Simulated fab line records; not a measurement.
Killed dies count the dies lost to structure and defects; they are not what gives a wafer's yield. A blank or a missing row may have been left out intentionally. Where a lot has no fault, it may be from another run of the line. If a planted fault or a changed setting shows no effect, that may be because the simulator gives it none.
fab line records + flow gf180mcu + part 2 of 2: steps 30 to 41 of 41
record
- lots=5
- wafers=15
- last-day=33
route steps=602 shown V4@480 MIM@503
lots with no fault: from the same line, run without faults
start-h: start of the lot's first displayed wafer, in hours after the record's first day + wait-h: hours since the lot's step before + " identical to the entry in the row above + L1.1+2: a single row standing in for several wafers + - no value, or no start was given + * or withheld: withheld + < > ~ a bound
route shown NAME@n: NAME is a module with steps in the file, n the number in the route of the first one + usual: mean/standard deviation taken from wafers without a fault + same: alike in all rows + chamber/n: place in a boat + sites: the reading at each site + _std_site: standard deviation across them + _edge_site: the outer-site mean with the inner-site mean subtracted + radius-mm: how far each site lies from the wafer's centre + mask NAME#n: copy n + behind: tool/chamber where the wafer was last shaped + hold: why the lot was held/for how many hours/how that ended + device: whichever transistor did not switch (one of n, p or np) + end of line: the route-end tests of the same wafers + step lacking rows: just its recipe + killed: dies that structure and defects cost at the first sort, which is not the same as the wafer's yield + map: per-die view of a wafer (x killed, . not killed, _ where there is no die)
set.NAME: the setting the step ran with; set.NAME@STEP: the setting that earlier step ran with + model.NAME: the simulator's own value behind a step, which no gauge read
lots seen at some steps along the route; tables by step, rows by wafer
services: a tool's chamber out of use, with start hour (start-h, from the record's first day; less than 0 if before it), hours out, and reason
## steps
# step GF_MIM_THK_MEAS_06
# recipe
- reads=Si3N4_of_MIM_CVD_05
# usual
- MIM_CVD_05_THK=42.1/0.57
| lot.wafer | tool          | chamber | start-h | wait-h | MIM_CVD_05_THK[nm] |
|-----------|---------------|---------|---------|--------|--------------------|
| L076.1    | film-metro-04 | -       | 585.64  | 0.0    | 41.8               |
| L076.3    | "             | -       | "       | "      | 42.1               |
| L076.4    | "             | -       | "       | "      | 43.1               |
| L082.2    | film-metro-04 | -       | 629.63  | 0.0    | 42.0               |
| L082.3    | "             | -       | "       | "      | 41.8               |
| L082.5    | "             | -       | "       | "      | 42.7               |
| L084.2    | film-metro-04 | -       | 645.94  | 0.0    | 41.4               |
| L084.3    | "             | -       | "       | "      | 42.0               |
| L084.4    | "             | -       | "       | "      | 41.5               |
| L090.1    | film-metro-02 | -       | 686.77  | 0.0    | 41.3               |
| L090.2    | "             | -       | "       | "      | 41.0               |
| L090.3    | "             | -       | "       | "      | 42.0               |
| L094.1    | film-metro-01 | -       | 713.56  | 0.0    | 41.9               |
| L094.4    | "             | -       | "       | "      | 41.6               |
| L094.6    | "             | -       | "       | "      | 42.1               |
# step GF_MIM_SPUTTER_07
# recipe
- material=TiN
- target-thk-nm=60
- power-w=6500
- time-s=50
- chamber-pressure-pa=0.4
# usual
- throttle-valve-pct=29.9/0.98
| lot.wafer | tool           | chamber | start-h | wait-h | throttle-valve-pct |
|-----------|----------------|---------|---------|--------|--------------------|
| L076.1    | pvd-sputter-03 | -       | 585.70  | 0.1    | 30.5               |
| L076.3    | "              | -       | "       | "      | 30.9               |
| L076.4    | "              | -       | "       | "      | 29.3               |
| L082.2    | pvd-sputter-03 | -       | 629.68  | 0.0    | 28.9               |
| L082.3    | "              | -       | "       | "      | 30.6               |
| L082.5    | "              | -       | "       | "      | 30.7               |
| L084.2    | pvd-sputter-03 | -       | 645.99  | 0.0    | 30.3               |
| L084.3    | "              | -       | "       | "      | 28.5               |
| L084.4    | "              | -       | "       | "      | 29.2               |
| L090.1    | pvd-sputter-02 | -       | 686.83  | 0.1    | 30.1               |
| L090.2    | "              | -       | "       | "      | 29.0               |
| L090.3    | "              | -       | "       | "      | 30.7               |
| L094.1    | pvd-sputter-04 | -       | 713.62  | 0.1    | 32.1               |
| L094.4    | "              | -       | "       | "      | 29.7               |
| L094.6    | "              | -       | "       | "      | 29.6               |
# step GF_MIM_SPUTTER_08
# recipe
- material=AlCu
- target-thk-nm=200
- power-w=10600
- time-s=10.6
- chamber-pressure-pa=0.4
# usual
- throttle-valve-pct=29.9/0.96
| lot.wafer | tool           | chamber | start-h | wait-h | throttle-valve-pct |
|-----------|----------------|---------|---------|--------|--------------------|
| L076.1    | pvd-sputter-03 | -       | 585.75  | 0.0    | 30.6               |
| L076.3    | "              | -       | "       | "      | 30.8               |
| L076.4    | "              | -       | "       | "      | 29.5               |
| L082.2    | pvd-sputter-03 | -       | 629.73  | 0.0    | 28.9               |
| L082.3    | "              | -       | "       | "      | 30.4               |
| L082.5    | "              | -       | "       | "      | 30.8               |
| L084.2    | pvd-sputter-03 | -       | 646.04  | 0.0    | 30.4               |
| L084.3    | "              | -       | "       | "      | 28.8               |
| L084.4    | "              | -       | "       | "      | 29.3               |
| L090.1    | pvd-sputter-02 | -       | 686.88  | 0.0    | 30.1               |
| L090.2    | "              | -       | "       | "      | 28.9               |
| L090.3    | "              | -       | "       | "      | 30.4               |
| L094.1    | pvd-sputter-04 | -       | 713.66  | 0.0    | 32.0               |
| L094.4    | "              | -       | "       | "      | 30.0               |
| L094.6    | "              | -       | "       | "      | 29.8               |
# step GF_MIM_SPUTTER_09
# recipe
- material=TiN
- target-thk-nm=35
- power-w=6500
- time-s=30.02
- chamber-pressure-pa=0.4
# usual
- throttle-valve-pct=29.9/0.94
| lot.wafer | tool           | chamber | start-h | wait-h | throttle-valve-pct |
|-----------|----------------|---------|---------|--------|--------------------|
| L076.1    | pvd-sputter-03 | -       | 585.77  | 0.0    | 30.4               |
| L076.3    | "              | -       | "       | "      | 30.7               |
| L076.4    | "              | -       | "       | "      | 29.3               |
| L082.2    | pvd-sputter-03 | -       | 629.75  | 0.0    | 28.9               |
| L082.3    | "              | -       | "       | "      | 30.3               |
| L082.5    | "              | -       | "       | "      | 30.9               |
| L084.2    | pvd-sputter-03 | -       | 646.06  | 0.0    | 30.6               |
| L084.3    | "              | -       | "       | "      | 28.6               |
| L084.4    | "              | -       | "       | "      | 29.5               |
| L090.1    | pvd-sputter-02 | -       | 686.90  | 0.0    | 29.8               |
| L090.2    | "              | -       | "       | "      | 29.0               |
| L090.3    | "              | -       | "       | "      | 30.7               |
| L094.1    | pvd-sputter-04 | -       | 713.69  | 0.0    | 32.2               |
| L094.4    | "              | -       | "       | "      | 29.7               |
| L094.6    | "              | -       | "       | "      | 29.8               |
# step GF_MIM_RS_MEAS_10
# recipe
- thk-meas-gauge=four-point-probe
- reads=TiN_of_MIM_SPUTTER_09+AlCu_of_MIM_SPUTTER_08+TiN_of_MIM_SPUTTER_07
# usual
- MIM_ALCU_RS=0.1600/0.0021
| lot.wafer | tool          | chamber | start-h | wait-h | MIM_ALCU_RS[ohm/sq] |
|-----------|---------------|---------|---------|--------|---------------------|
| L076.1    | film-metro-02 | -       | 585.80  | 0.0    | 0.1591              |
| L076.3    | "             | -       | "       | "      | 0.1587              |
| L076.4    | "             | -       | "       | "      | 0.1597              |
| L082.2    | film-metro-01 | -       | 629.80  | 0.0    | 0.1608              |
| L082.3    | "             | -       | "       | "      | 0.1584              |
| L082.5    | "             | -       | "       | "      | 0.1581              |
| L084.2    | film-metro-01 | -       | 646.11  | 0.0    | 0.1615              |
| L084.3    | "             | -       | "       | "      | 0.1635              |
| L084.4    | "             | -       | "       | "      | 0.1598              |
| L090.1    | film-metro-01 | -       | 686.93  | 0.0    | 0.1629              |
| L090.2    | "             | -       | "       | "      | 0.1598              |
| L090.3    | "             | -       | "       | "      | 0.1631              |
| L094.1    | film-metro-04 | -       | 713.72  | 0.0    | 0.1559              |
| L094.4    | "             | -       | "       | "      | 0.1579              |
| L094.6    | "             | -       | "       | "      | 0.1573              |
# step GF_MIM_THK_MEAS_11
# recipe
- thk-meas-gauge=xrf
- reads=AlCu_of_MIM_SPUTTER_08
# usual
- MIM_ALCU_THK=199.6/2.6
| lot.wafer | tool          | chamber | start-h | wait-h | MIM_ALCU_THK[nm] |
|-----------|---------------|---------|---------|--------|------------------|
| L076.1    | film-metro-02 | -       | 585.92  | 0.1    | 200.2            |
| L076.3    | "             | -       | "       | "      | 202.7            |
| L076.4    | "             | -       | "       | "      | 200.2            |
| L082.2    | film-metro-01 | -       | 629.91  | 0.1    | 199.4            |
| L082.3    | "             | -       | "       | "      | 203.0            |
| L082.5    | "             | -       | "       | "      | 202.8            |
| L084.2    | film-metro-01 | -       | 646.22  | 0.1    | 201.9            |
| L084.3    | "             | -       | "       | "      | 198.2            |
| L084.4    | "             | -       | "       | "      | 201.5            |
| L090.1    | film-metro-01 | -       | 687.05  | 0.1    | 197.8            |
| L090.2    | "             | -       | "       | "      | 200.3            |
| L090.3    | "             | -       | "       | "      | 197.1            |
| L094.1    | film-metro-04 | -       | 713.84  | 0.1    | 203.7            |
| L094.4    | "             | -       | "       | "      | 201.9            |
| L094.6    | "             | -       | "       | "      | 201.9            |
# step GF_MIM_DEHYDRATE_12
# recipe
- temp-c=200
- time-s=60
| lot.wafer  | tool           | chamber | start-h | wait-h |
|------------|----------------|---------|---------|--------|
| L076.1+3+4 | litho-track-02 | 0       | 595.51  | 9.6    |
| L082.2+3+5 | litho-track-01 | 0       | 639.05  | 9.1    |
| L084.2+3+4 | litho-track-01 | 0       | 655.25  | 9.0    |
| L090.1+2+3 | litho-track-02 | 0       | 696.21  | 9.2    |
| L094.1+4+6 | litho-track-02 | 0       | 721.96  | 8.1    |
# step GF_MIM_HMDS_13
# recipe
- prime-time-s=60
- prime-temp-c=120
| lot.wafer  | tool           | chamber | start-h | wait-h |
|------------|----------------|---------|---------|--------|
| L076.1+3+4 | litho-track-02 | 0       | 595.66  | 0.1    |
| L082.2+3+5 | litho-track-01 | 0       | 639.20  | 0.1    |
| L084.2+3+4 | litho-track-01 | 0       | 655.40  | 0.1    |
| L090.1+2+3 | litho-track-02 | 0       | 696.36  | 0.1    |
| L094.1+4+6 | litho-track-02 | 0       | 722.11  | 0.1    |
# step GF_MIM_COAT_14
# recipe
- resist=NOVOLAK
- spin-rpm=3000
- resist-thk-nm=1000
| lot.wafer  | tool           | chamber | start-h | wait-h |
|------------|----------------|---------|---------|--------|
| L076.1+3+4 | litho-track-02 | 0       | 595.81  | 0.1    |
| L082.2+3+5 | litho-track-01 | 0       | 639.35  | 0.1    |
| L084.2+3+4 | litho-track-01 | 0       | 655.55  | 0.1    |
| L090.1+2+3 | litho-track-02 | 0       | 696.51  | 0.1    |
| L094.1+4+6 | litho-track-02 | 0       | 722.26  | 0.1    |
# step GF_MIM_SOFTBAKE_15
# recipe
- temp-c=90
- time-s=60
- resist=NOVOLAK
| lot.wafer  | tool           | chamber | start-h | wait-h |
|------------|----------------|---------|---------|--------|
| L076.1+3+4 | litho-track-02 | 0       | 595.96  | 0.1    |
| L082.2+3+5 | litho-track-01 | 0       | 639.50  | 0.1    |
| L084.2+3+4 | litho-track-01 | 0       | 655.70  | 0.1    |
| L090.1+2+3 | litho-track-02 | 0       | 696.66  | 0.1    |
| L094.1+4+6 | litho-track-02 | 0       | 722.41  | 0.1    |
# step GF_MIM_EXPOSE_16
# recipe
- mask-id=FuseTop
- target-cd-nm=2000
- na=0.6
- source-shape=conventional
- sigma-outer=0.6
- dose-mj=140
# usual
- focus-offset-nm=-0.1/0.53
| lot.wafer | tool             | chamber | start-h | wait-h | mask      | focus-offset-nm |
|-----------|------------------|---------|---------|--------|-----------|-----------------|
| L076.1    | iline-stepper-01 | 0       | -       | -      | FuseTop#0 | -0.1            |
| L076.3    | "                | 0       | "       | "      | FuseTop#0 | -0.8            |
| L076.4    | "                | 0       | "       | "      | FuseTop#0 | -0.6            |
| L082.2    | iline-stepper-02 | 0       | -       | -      | FuseTop#0 | -0.9            |
| L082.3    | "                | 0       | "       | "      | FuseTop#0 | -0.2            |
| L082.5    | "                | 0       | "       | "      | FuseTop#0 | -0.1            |
| L084.2    | iline-stepper-02 | 0       | -       | -      | FuseTop#0 | -0.7            |
| L084.3    | "                | 0       | "       | "      | FuseTop#0 | -0.9            |
| L084.4    | "                | 0       | "       | "      | FuseTop#0 | -0.4            |
| L090.1    | iline-stepper-01 | 0       | -       | -      | FuseTop#0 | -0.1            |
| L090.2    | "                | 0       | "       | "      | FuseTop#0 | 0.3             |
| L090.3    | "                | 0       | "       | "      | FuseTop#0 | 0.7             |
| L094.1    | iline-stepper-01 | 0       | -       | -      | FuseTop#0 | -0.3            |
| L094.4    | "                | 0       | "       | "      | FuseTop#0 | 0.5             |
| L094.6    | "                | 0       | "       | "      | FuseTop#0 | 0.5             |
# step GF_MIM_PEB_17
# recipe
- temp-c=withheld
- time-s=*
- resist=NOVOLAK
| lot.wafer  | tool           | chamber | start-h | wait-h |
|------------|----------------|---------|---------|--------|
| L076.1+3+4 | litho-track-01 | 0       | -       | -      |
| L082.2+3+5 | litho-track-03 | 0       | -       | -      |
| L084.2+3+4 | litho-track-03 | 0       | -       | -      |
| L090.1+2+3 | litho-track-02 | 0       | -       | -      |
| L094.1+4+6 | litho-track-01 | 0       | -       | -      |
## services
| tool             | chamber | start-h | hours | kind   |
|------------------|---------|---------|-------|--------|
| cmp-02           | -       | 539.75  | 2.1   | repair |
| plasma-asher-02  | -       | 542.46  | 4.0   | repair |
| rie-diel-02      | 0       | 548.63  | 5.5   | repair |
| rie-diel-04      | -       | 562.21  | 14.6  | pm     |
| pvd-sputter-03   | -       | 567.17  | 1.8   | repair |
| cmp-02           | -       | 572.00  | 4.0   | pm     |
| cmp-01           | -       | 576.16  | 9.6   | pm     |
| pvd-sputter-02   | -       | 589.69  | 4.6   | repair |
| rie-diel-04      | 0       | 596.75  | 12.5  | repair |
| plasma-asher-02  | -       | 597.84  | 14.6  | pm     |
| krf-scanner-02   | -       | 613.21  | 0.8   | pm     |
| cmp-02           | -       | 618.36  | 3.7   | pm     |
| rie-diel-02      | 2       | 627.31  | 1.8   | repair |
| rie-diel-04      | -       | 638.70  | 0.1   | repair |
| krf-scanner-02   | -       | 657.52  | 1.0   | pm     |
| rie-diel-04      | 1       | 661.09  | 7.3   | repair |
| iline-stepper-01 | -       | 661.48  | 5.4   | repair |
| plasma-asher-02  | -       | 662.67  | 3.7   | repair |
| cmp-02           | -       | 666.99  | 0.9   | repair |
| cmp-02           | -       | 676.09  | 1.5   | repair |
| krf-scanner-02   | -       | 680.00  | 1.3   | pm     |
| krf-scanner-02   | -       | 687.98  | 4.0   | pm     |
| pvd-sputter-03   | -       | 688.94  | 13.0  | repair |
| krf-scanner-02   | -       | 714.74  | 5.4   | repair |
